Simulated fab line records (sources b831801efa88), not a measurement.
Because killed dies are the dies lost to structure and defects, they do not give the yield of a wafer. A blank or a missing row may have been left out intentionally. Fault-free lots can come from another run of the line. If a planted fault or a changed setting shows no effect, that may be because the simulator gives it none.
Problem report, 8D (eight disciplines) form, completed by code ; flow sky130 ; the parts of the form that need people (team, actions taken, sign-off) are left out

== 1. WHAT IS WRONG ==
rotation-deg at SKY_LDD_N_IMPLANT_08 reads a mean of 194.005 degrees on 6 wafers of 2 lots; wafers without a fault read 22.993 degrees with a standard deviation of 0.02. That is +99 or more standard deviations from the usual mean.
The first sign was on wafer L565.2 at day 22 00:45, on implanter-04. At this step, 36 wafers from 12 lots have a number in the record. Rule for "out", or "out of limits": more than 4 standard deviations from the usual mean. All remaining wafers that have a number are taken as sound.

== 2. WHAT IT IS, WHAT IT ISN'T ==
question;is;is not
which readings at this step;rotation-deg;beam-on-s, faraday-current-uA
which lots;L565, L567;L555, L557, L561, L564, L570, L572, L574, L576, L577, L578
which wafers of those lots;all that have a number;-
read on which tools;implanter-04;implanter-01, implanter-03
when;from day 22 00:45;"up to then (12 sound wafers); but 18 sound wafers of L570, L572, L574, L576, L577, L578 came after"

== 3. WHAT RULES OUT EACH SUSPECT ==
Counting: a tool at a process step up to the reading stays a suspect if it ran every lot that is out and no sound lot after the first of them.
- implanter-04 at SKY_LDD_N_IMPLANT_08: kept. Every lot that is out went through it, starting with L565 (day 22 00:45), and after that it ran no sound lot; the last sound lot it ran before then is L561 (day 20 18:20). On those wafers its own readings are out: rotation-deg.
After counting, what remains is implanter-04 at SKY_LDD_N_IMPLANT_08.

== 4. THE CAUSE (what the simulator had put in) ==
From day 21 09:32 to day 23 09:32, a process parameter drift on implanter-04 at SKY_LDD_N_IMPLANT_08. The setting rotation-deg was moved by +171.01, starting from 23. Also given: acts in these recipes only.
Only this tool survived the counting.

== 5. THE EFFECT CHAIN, in route order ==
Rows list readings where the struck wafers' mean (over those with a number) sits beyond 3 standard deviations from the usual. Scope: only readings with a usual standard deviation given in the record; hours: median across lots of the time from each lot's start at the first step in this table that gives one to its start at this step; sigmas: change in usual standard deviations.
hours;step;reading;usual;on struck wafers;change;sigmas
0;SKY_LDD_N_IMPLANT_08;rotation-deg;22.993 degrees;194.005;+171.012;+99 or more
Process steps it contains:
- SKY_LDD_N_IMPLANT_08
Later steps that measure or inspect, where all struck wafers having a row at the step show a number for every such reading and not one has moved that far: SKY_VIA1_THK_MEAS_01.

== 6. WHAT WOULD HAVE CAUGHT IT SOONER ==
In this record no reading fell out of limits until day 22 00:45, 15 hours after the fault had begun at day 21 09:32.
